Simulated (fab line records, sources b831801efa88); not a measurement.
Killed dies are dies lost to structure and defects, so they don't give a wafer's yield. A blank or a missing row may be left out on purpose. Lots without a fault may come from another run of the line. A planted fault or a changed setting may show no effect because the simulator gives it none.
Chamber matching | flow gf180mcu | GF_V4_CMP_04 on cmp-01: 4 sister chambers
The step polishes SiO2. 8 wafers are shown with their chamber, then 7 later ones without.

WAFERS WITH THEIR CHAMBER
wafer  | chamber | motor_current_A (A) | time_to_endpoint_s (s)
L712.4 | 3       | 11.9                | 84
L713.2 | 2       | 14.0                | 75
L713.3 | 3       | 12.2                | 82
L716.1 | 2       | 14.7                | 74
L716.2 | 0       | 11.9                | 79
L716.4 | 1       | 11.3                | 79
L717.1 | 0       | 12.0                | 79
L717.3 | 1       | 11.0                | 80

WAFERS WITHOUT THEIR CHAMBER
wafer  | motor_current_A (A) | time_to_endpoint_s (s)
L717.5 | 11.6                | 83
L719.2 | 11.4                | 84
L719.3 | 14.7                | 76
L719.4 | 11.9                | 91
L724.3 | 11.3                | 86
L724.4 | 11.4                | 87
L724.6 | 11.8                | 95

WHICH CHAMBER EACH WENT THROUGH
wafer  | from the rows above | in truth
L717.5 | 3                   | 3
L719.2 | 3                   | 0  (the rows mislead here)
L719.3 | 2                   | 2
L719.4 | 3                   | 3
L724.3 | 3                   | 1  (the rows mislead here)
L724.4 | 3                   | 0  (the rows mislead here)
L724.6 | 3                   | 3
Placed correctly: 4 of 7. Can't be placed from these rows: 0. Placed wrongly: 3.
How it was worked out, from the rows above alone: a wafer's distance from a chamber is the root of the sum, over the readings, of the square of ((its reading less the chamber's mean) divided by the reading's scatter). The wafer belongs to the nearest chamber; if the next one is less than 2 further off, it can't be placed. A chamber's mean is the mean of its shown wafers. The scatter: the root of (the sum of the squares of (reading less its chamber's mean) over the shown wafers, divided by (wafers less chambers)).
